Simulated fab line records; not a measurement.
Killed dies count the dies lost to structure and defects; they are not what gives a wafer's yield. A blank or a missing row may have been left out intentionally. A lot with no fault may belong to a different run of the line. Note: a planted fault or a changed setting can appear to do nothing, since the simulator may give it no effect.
Which tool did it? | flow gf180mcu | Sampling: 12 lots, 36 wafers, 6 of 602 route steps

## WHAT THE GAUGES SHOWED, per wafer
GF_PSD_OVL_MEAS_08. Usual: PSD_OVL gives 0.4 nm (standard deviation 1.6).
lot  | measured     | on         | PSD_OVL (nm)   | flag
L836 | day 14 03:14 | overlay-01 | -0.4 1.9 0.4   |
L838 | day 15 07:37 | overlay-01 | 1.1 1.0 0.3    |
L839 | day 15 16:46 | overlay-02 | -0.2 -0.2 -0.4 |
L843 | day 16 19:35 | overlay-02 | -0.1 -0.3 -0.5 |
L845 | day 17 17:04 | overlay-01 | -0.9 -0.3 0.0  |
L846 | day 17 21:29 | overlay-01 | 3.5 2.5 1.0    |
L848 | day 18 04:44 | overlay-01 | 0.3 0.5 -1.2   |
L849 | day 18 20:23 | overlay-02 | 0.7 -0.4 -0.3  |
L850 | day 19 04:23 | overlay-02 | 0.0 -0.1 -0.3  |
L851 | day 19 10:22 | overlay-02 | -0.1 -0.1 0.3  |
L857 | day 21 14:16 | overlay-01 | -2.1 -1.7 -2.9 |
L859 | day 22 11:50 | overlay-02 | 0.8 1.1 0.4    |

GF_PSD_RS_MEAS_14: the measuring method here is four-point-probe. Usual: NSD_RS gives 46.15 ohm/sq (standard deviation 0.11).
lot  | measured     | on            | NSD_RS (ohm/sq)   | flag
L836 | day 14 03:46 | film_metro-02 | 46.16 46.11 46.09 |
L838 | day 15 08:06 | film_metro-04 | 46.12 46.00 46.05 |
L839 | day 15 17:15 | film_metro-03 | 46.18 46.14 46.15 |
L843 | day 16 20:07 | film_metro-03 | 46.13 46.10 46.14 |
L845 | day 17 17:33 | film_metro-03 | 46.03 45.98 45.98 |
L846 | day 17 22:00 | film_metro-03 | 45.99 45.94 45.98 |
L848 | day 18 05:13 | film_metro-04 | 46.43 46.48 46.43 |
L849 | day 18 20:54 | film_metro-04 | 42.83 42.75 42.84 | OFF
L850 | day 19 04:56 | film_metro-03 | 46.21 46.17 46.19 |
L851 | day 19 10:51 | film_metro-04 | 42.80 42.78 42.78 | OFF
L857 | day 21 14:46 | film_metro-04 | 46.04 46.21 46.19 |
L859 | day 22 12:19 | film_metro-02 | 46.07 45.99 46.08 |

GF_PSD_RS_MEAS_15: the measuring method here is four-point-probe. Usual: PSD_RS gives 108.59 ohm/sq (standard deviation 0.28).
lot  | measured     | on            | PSD_RS (ohm/sq)      | flag
L836 | day 14 03:53 | film_metro-02 | 108.55 108.63 108.30 |
L838 | day 15 08:13 | film_metro-04 | 108.38 108.37 108.64 |
L839 | day 15 17:22 | film_metro-03 | 108.44 108.65 108.75 |
L843 | day 16 20:14 | film_metro-03 | 108.53 108.29 108.49 |
L845 | day 17 17:40 | film_metro-03 | 108.49 108.11 108.61 |
L846 | day 17 22:07 | film_metro-03 | 108.27 108.16 108.37 |
L848 | day 18 05:20 | film_metro-04 | 109.06 109.15 108.93 |
L849 | day 18 21:01 | film_metro-04 | 98.95 98.74 99.06    | OFF
L850 | day 19 05:04 | film_metro-03 | 108.34 108.56 108.49 |
L851 | day 19 10:58 | film_metro-04 | 98.97 99.13 98.80    | OFF
L857 | day 21 14:53 | film_metro-04 | 108.81 108.56 108.69 |
L859 | day 22 12:26 | film_metro-02 | 108.21 108.23 108.34 |

GF_M3_THK_MEAS_06: measures by xrf. Usual: M3_ALCU_THK gives 453 nm (standard deviation 6.1).
lot  | measured     | on            | M3_ALCU_THK (nm) | flag
L836 | day 20 05:55 | film_metro-04 | 446 444 449      |
L838 | day 21 19:34 | film_metro-02 | 454 454 458      |
L839 | day 22 00:03 | film_metro-04 | 446 437 445      |
L843 | day 23 13:39 | film_metro-02 | 460 453 450      |
L845 | day 24 09:25 | film_metro-04 | 453 448 448      |
L846 | day 24 11:52 | film_metro-02 | 461 457 453      |
L848 | day 24 14:52 | film_metro-03 | 457 457 456      |
L849 | day 25 10:02 | film_metro-03 | 442 440 439      |
L850 | day 25 12:20 | film_metro-02 | 456 458 456      |
L851 | day 25 15:25 | film_metro-04 | 447 443 445      |
L857 | day 27 13:01 | film_metro-02 | 460 460 462      |
L859 | day 28 07:38 | film_metro-03 | 448 455 450      |

## TOOL THAT RAN EACH LOT (tool first, then ch and the chambers of the sampled wafers, then the start)
lot  | GF_PSD_RTA_13                    | GF_CONTACT_STRIP_18
L836 | rtp_anneal-02 ch 0, day 14 03:40 | plasma_asher-02 ch 0,1, day 16 00:07
L838 | rtp_anneal-01 ch 0, day 15 08:01 | plasma_asher-02 ch 0,1, day 17 06:16
L839 | rtp_anneal-01 ch 0, day 15 17:10 | plasma_asher-02 ch 0,1, day 17 16:05
L843 | rtp_anneal-02 ch 0, day 16 19:59 | plasma_asher-02 ch 0,1, day 18 21:53
L845 | rtp_anneal-02 ch 0, day 17 17:28 | plasma_asher-01 ch 0,1, day 19 20:17
L846 | rtp_anneal-01 ch 0, day 17 21:54 | plasma_asher-01 ch 0,1, day 20 00:48
L848 | rtp_anneal-01 ch 0, day 18 05:07 | plasma_asher-03 ch 0,1, day 20 07:53
L849 | rtp_anneal-01 ch 0, day 18 20:48 | plasma_asher-01 ch 0,1, day 21 00:10
L850 | rtp_anneal-02 ch 0, day 19 04:46 | plasma_asher-03 ch 1, day 21 07:23
L851 | rtp_anneal-01 ch 0, day 19 10:46 | plasma_asher-01 ch 0,1, day 21 13:50
L857 | rtp_anneal-02 ch 0, day 21 14:41 | plasma_asher-03 ch 0, day 23 15:35
L859 | rtp_anneal-02 ch 0, day 22 12:14 | plasma_asher-03 ch 0,1, day 24 13:17
- GF_PSD_RTA_13: time 20 s.
- GF_CONTACT_STRIP_18: strips in O2/N2.

## WHAT THE TOOLS THEMSELVES READ (means of the sampled wafers that have a number; where no wafer has one, the mark that the record gives instead)
GF_PSD_RTA_13. Usual: chamber_o2_ppm 1.995, standard deviation 0.019; lamp_power_pct 36.2 %, standard deviation 0.7; wafer_temp_C_max 1029.1, standard deviation 1.5.
lot  | tool          | chamber_o2_ppm | lamp_power_pct (%) | wafer_temp_C_max | flag
L836 | rtp_anneal-02 | 1.992          | 36.7               | 1027.4           |
L838 | rtp_anneal-01 | 1.992          | 35.2               | 1030.6           |
L839 | rtp_anneal-01 | 2.011          | 35.2               | 1031.4           |
L843 | rtp_anneal-02 | 1.997          | 36.7               | 1028.2           |
L845 | rtp_anneal-02 | 1.974          | 36.7               | 1028.5           |
L846 | rtp_anneal-01 | 2.002          | 35.2               | 1030.5           |
L848 | rtp_anneal-01 | 2.002          | 35.2               | 1031.8           |
L849 | rtp_anneal-01 | 1.995          | 37.4               | 1055.0           | OFF
L850 | rtp_anneal-02 | 1.996          | 36.7               | 1028.3           |
L851 | rtp_anneal-01 | 2.012          | 37.4               | 1054.2           | OFF
L857 | rtp_anneal-02 | 2.006          | 36.7               | 1028.3           |
L859 | rtp_anneal-02 | 2.000          | 36.6               | 1027.8           |

GF_CONTACT_STRIP_18. Usual: drypump_motor_current_A 5.9 A, standard deviation 0.43; heater_power_w 344 W, standard deviation 38; o2_flow_sccm 2999 sccm, standard deviation 9; oes_product_au 0.579 a.u., standard deviation 0.0054.
lot  | tool            | drypump_motor_current_A (A) | heater_power_w (W) | o2_flow_sccm (sccm) | oes_product_au (a.u.) | flag
L836 | plasma_asher-02 | 5.7                         | 388                | 2997                | 0.576                 |
L838 | plasma_asher-02 | 6.1                         | 394                | 3003                | 0.582                 |
L839 | plasma_asher-02 | 6.1                         | 397                | 3003                | 0.580                 |
L843 | plasma_asher-02 | 5.8                         | 384                | 2993                | 0.575                 |
L845 | plasma_asher-01 | 6.3                         | 320                | 2997                | 0.574                 |
L846 | plasma_asher-01 | 6.3                         | 315                | 2998                | 0.584                 |
L848 | plasma_asher-03 | 5.7                         | 339                | 2991                | 0.579                 |
L849 | plasma_asher-01 | 6.3                         | 324                | 3014                | 0.577                 |
L850 | plasma_asher-03 | 5.8                         | 353                | 3000                | 0.576                 |
L851 | plasma_asher-01 | 6.3                         | 320                | 3002                | 0.585                 |
L857 | plasma_asher-03 | 5.4                         | 296                | 2997                | 0.579                 |
L859 | plasma_asher-03 | 5.7                         | 333                | 3002                | 0.580                 |

## THE ANSWER, worked out from the rows above alone
Rule: a lot counts as off when the mean over its wafers that have a number is more than 3 standard deviations away from the usual mean. Also off: a lot with no number at a reading for which 4 or more lots have one. The other lots that the step has rows for count as sound. The gauges are gone through in route order, then the tools' own readings, and for those a lot's mean is taken as printed above. The first step at which some lot is off is used, and at that step the reading that is off furthest; a lot without a number counts as furthest.
Off: L849, L851, at GF_PSD_RS_MEAS_14 (NSD_RS).
A tool fits if, at a process step before that reading, it ran every lot that is off, and no sound lot after the first of them. The gauges at GF_PSD_RS_MEAS_14 aren't tried: what is off there is off at GF_PSD_RTA_13 too, on other tools, and a gauge's error can't cause that. One candidate fits, namely rtp_anneal-01 at GF_PSD_RTA_13. A fault onset in the window from L848 (day 18 05:07, its last sound lot) to L849 (day 18 20:48, its first lot off) fits.
The tool's own readings at GF_PSD_RTA_13 bear it out: on the lots that are off they differ by more than 5 times the standard deviation of the sound lots' means. wafer_temp_C_max reads 1054.6 there against 1029.3 on the sound lots.

## WHAT HAD BEEN PUT IN BY THE SIMULATOR
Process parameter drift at GF_PSD_RTA_13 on rtp_anneal-01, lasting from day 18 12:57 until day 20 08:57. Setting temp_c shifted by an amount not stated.
Lots struck among those shown: L849, L851. The rule above found the same.
